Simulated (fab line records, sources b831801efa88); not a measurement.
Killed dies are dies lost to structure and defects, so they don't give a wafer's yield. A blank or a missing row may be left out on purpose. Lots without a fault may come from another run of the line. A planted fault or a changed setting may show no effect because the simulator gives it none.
Which tool did it? | flow sfq_line | 15 lots, 45 wafers sampled, at 3 steps of a route of 325

WHAT THE GAUGES READ, wafer by wafer
SFQ_I2_OVL_MEAS_918.
lot  | measured     | on         | I2_OVL (nm)
L905 | day 32 21:03 | overlay-02 | 10 14 2
L906 | day 32 22:15 | overlay-02 | 2 10 13
L907 | day 33 03:03 | overlay-02 | 10 7 8
L910 | day 35 12:41 | overlay-01 | -6 0 -6
L911 | day 35 15:05 | overlay-01 | -5 4 -3
L912 | day 35 23:29 | overlay-01 | 3 3 -2
L913 | day 36 15:28 | overlay-01 | 20 20 21
L914 | day 42 15:10 | overlay-01 | -1 -1 -3
L918 | day 44 05:25 | overlay-02 | 8 2 6
L919 | day 44 17:25 | overlay-02 | -4 1 -6
L920 | day 45 12:37 | overlay-02 | 7 -6 1
L922 | day 45 16:12 | overlay-01 | -8 -3 -5
L924 | day 46 03:00 | overlay-02 | 9 3 10
L925 | day 46 23:25 | overlay-01 | 3 -2 5
L927 | day 47 15:00 | overlay-01 | -1 -10 0

SFQ_I3_OVL_MEAS_923.
lot  | measured     | on         | I3_OVL (nm)
L905 | day 39 07:40 | overlay-01 | 6 1 -4
L906 | day 39 11:32 | overlay-01 | 2 -3 3
L907 | day 39 15:08 | overlay-02 | 5 11 3
L910 | day 42 00:46 | overlay-01 | 9 10 14
L911 | day 42 04:22 | overlay-02 | 1 3 1
L912 | day 42 05:59 | overlay-01 | 2 6 8
L913 | day 42 07:11 | overlay-01 | -5 -5 -3
L914 | day 43 05:24 | overlay-02 | 3 5 0
L918 | day 50 05:17 | overlay-01 | 1 0 3
L919 | day 50 12:11 | overlay-01 | 11 12 5
L920 | day 51 08:28 | overlay-01 | -8 -3 -10
L922 | day 51 13:15 | overlay-01 | 7 2 8
L924 | day 51 19:15 | overlay-02 | 0 5 2
L925 | day 52 16:43 | overlay-01 | -1 -1 -6
L927 | day 53 12:37 | overlay-01 | 5 0 1

SFQ_JJ_OVL_MEAS_931.
lot  | measured     | on         | J5_OVL (nm)
L905 | day 51 23:04 | overlay-01 | -6 -1 -6
L906 | day 52 01:27 | overlay-01 | 2 0 -3
L907 | day 52 03:51 | overlay-01 | -6 -11 -10
L910 | day 54 04:43 | overlay-02 | -3 -1 -3
L911 | day 54 05:55 | overlay-02 | -3 -8 -11
L912 | day 54 07:06 | overlay-02 | 4 -7 0
L913 | day 54 08:19 | overlay-02 | -5 -5 -10
L914 | day 55 04:23 | overlay-01 | -4 -3 -3
L918 | day 56 18:06 | overlay-02 | 3 -5 7
L919 | day 61 19:13 | overlay-01 | 3 12 4
L920 | day 61 20:25 | overlay-01 | -7 -15 -4
L922 | day 61 23:34 | overlay-01 | -7 2 -4
L924 | day 62 03:10 | overlay-01 | 2 -2 -1
L925 | day 62 10:22 | overlay-01 | -1 5 0
L927 | day 67 04:55 | overlay-01 | -5 -3 -3

WHICH TOOL RAN EACH LOT (tool, then ch and the chambers of the sampled wafers, then the start)
The record holds no process step before these readings.

WHAT THE TOOLS THEMSELVES READ (means of the sampled wafers that have a number; where no wafer has one, the mark that the record gives instead)
The record holds no such reading with a usual standard deviation.

THE ANSWER, worked out from the rows above alone
Rule: what is usual is taken from the lots themselves. Put in order of their means at a reading, lots are off if they are a third of the lots or fewer, leave a main group of 4 or more, and stand apart from it by a gap of 3 or more times the standard deviation of the main group's means; of several such gaps the widest counts. A main group whose means are all the same, to the digits that the tables above print for the reading, isn't used. A lot without any number at a reading at which 4 lots or more have one is off too. The other lots that the step has rows for count as sound. The gauges are gone through in route order, then the tools' own readings, and for those a lot's mean is taken as printed above. The first step at which some lot is off is used, and at that step the reading that is off furthest; a lot without a number counts as furthest.
No lot is off at any reading shown: from this, nothing can be told.

WHAT THE SIMULATOR HAD PUT IN
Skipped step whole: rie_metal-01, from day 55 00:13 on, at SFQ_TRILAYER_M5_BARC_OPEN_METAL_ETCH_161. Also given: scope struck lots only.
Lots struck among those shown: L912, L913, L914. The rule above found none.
